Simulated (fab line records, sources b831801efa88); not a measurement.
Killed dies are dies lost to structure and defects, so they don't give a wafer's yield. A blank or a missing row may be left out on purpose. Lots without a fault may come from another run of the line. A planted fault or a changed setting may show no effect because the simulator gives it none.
A struck lot beside a sound one | flow gf180mcu | 18 steps out of a route of 602
Sound: wafers L951.4, L951.5, L951.6. Struck: wafers L950.1, L950.5. The cause comes at the end.
At each step with rows: each side's tool, then ch and its chambers, then its first start. Under that, the readings that differ: sound wafers | struck wafers | difference of the means | sigmas: that difference in standard deviations of wafers without a fault.
alike: readings whose means differ by less than 2 such deviations, and words and numbers that are the same on both sides. not compared: withheld readings, readings that some wafer has no value for, bounds like >300 that may hide the same value, and numbers for which the record gives no deviation and whose values overlap.
The two part at a step that has a row with sigmas, a row that says differs or no value, or rows on one side only. Numbers that don't overlap but have no deviation are shown without sigmas and don't part them. A reading that every wafer of one side lacks parts them only if that side has two wafers or more.

first, 3 steps without rows for these wafers: GF_V5_EXPOSE_11 (exposes mask Via5, target cd 260 nm); GF_V5_PEB_12 (peb time 90 s); GF_V5_DEVELOP_13 (develop time 60 s).
GF_V5_CD_MEAS_14: target cd 260 nm.
  sound on cd_sem-01, day 31 21:38; struck on cd_sem-01, day 31 19:55
  alike: cd_nm
GF_V5_OVL_MEAS_15:
  sound on overlay-01, day 31 21:44; struck on overlay-01, day 31 20:02
  alike: V5_OVL
then, 1 step without rows for these wafers: GF_V5_ETCH_16 (etches BARC in N2/H2).
GF_V5_ETCH_17: etches SiO2 in C4F8/O2/Ar, stops on TiN, target depth 855 nm.
  sound on rie_diel-04 ch 0,2,3; struck on rie_diel-04 ch 1
  alike: oes_product_au
GF_V5_STRIP_18: strips in O2/N2.
  sound on plasma_asher-01 ch 0,1, day 31 21:56; struck on plasma_asher-01 ch 0,1, day 31 20:13
  alike: drypump_motor_current_A, heater_power_w, oes_product_au
  not compared: rf_hours_counter_h
then, 2 steps without rows for these wafers: GF_V5_STRIP_19 (strips in post etch residue remover, time 1200 s); GF_V5_CLEAN_20 (cleans in DIW).
GF_V5_SPUTTER_21: material Ti, target thk 15 nm, time 80.02 s.
  sound on pvd_sputter-02, day 31 22:28; struck on pvd_sputter-03, day 31 20:53
  alike: throttle_valve_pct
GF_V5_SPUTTER_22: material TiN, target thk 10 nm, time 40 s.
  sound on pvd_sputter-02, day 31 22:32; struck on pvd_sputter-03, day 31 20:56
  alike: throttle_valve_pct
GF_V5_CVD_23: deposits W, target thk 350 nm, time 104.9 s.
  sound on cvd_w-02 ch 0,1, day 31 22:37; struck on cvd_w-01 ch 0,1, day 31 20:59
  reading                          | sound             | struck      | difference | sigmas
  model.W_of_V5_CVD_23.thk_nm (nm) | 342.3 341.2 341.7 | 564.3 564.8 | +222.8     |
  alike: heater_power_w
  not compared: since_wet_clean_h
GF_V5_RS_MEAS_24: measures by four-point-probe.
  sound on film_metro-03, day 31 22:44; struck on film_metro-02, day 31 21:05
  reading          | sound             | struck      | difference | sigmas
  V5_W_RS (ohm/sq) | 0.334 0.336 0.335 | 0.203 0.202 | -0.133     | -40
GF_V5_THK_MEAS_25: measures by xrf.
  sound on film_metro-03, day 31 22:50; struck on film_metro-02, day 31 21:13
  reading       | sound       | struck  | difference | sigmas
  V5_W_THK (nm) | 335 337 336 | 541 542 | +206       | +56
GF_V5_CMP_26: polishes, stops on SiO2, t overpolish 15 s, target thk 0 nm.
  sound on cmp-01 ch 0,3, day 31 23:01; struck on cmp-02 ch 0,1, day 31 22:01
  reading                | sound    | struck  | difference | sigmas
  time_to_endpoint_s (s) | 85 86 80 | 142 139 | +57        | +14
  alike: motor_current_A
GF_TOP_METAL_SPUTTER_00: material Ti, target thk 37.5 nm, time 150 s.
  sound on pvd_sputter-01, day 31 23:16; struck on pvd_sputter-03, day 31 22:13
  alike: throttle_valve_pct
then, 1 step without rows for these wafers: GF_PASSIVATION_PROBE_99.

WHERE THEY PART
First at GF_V5_RS_MEAS_24; last, within this record, at GF_V5_CMP_26. Later steps at which nothing parts them and some readings are alike: GF_TOP_METAL_SPUTTER_00.

WHY: what the simulator had put in
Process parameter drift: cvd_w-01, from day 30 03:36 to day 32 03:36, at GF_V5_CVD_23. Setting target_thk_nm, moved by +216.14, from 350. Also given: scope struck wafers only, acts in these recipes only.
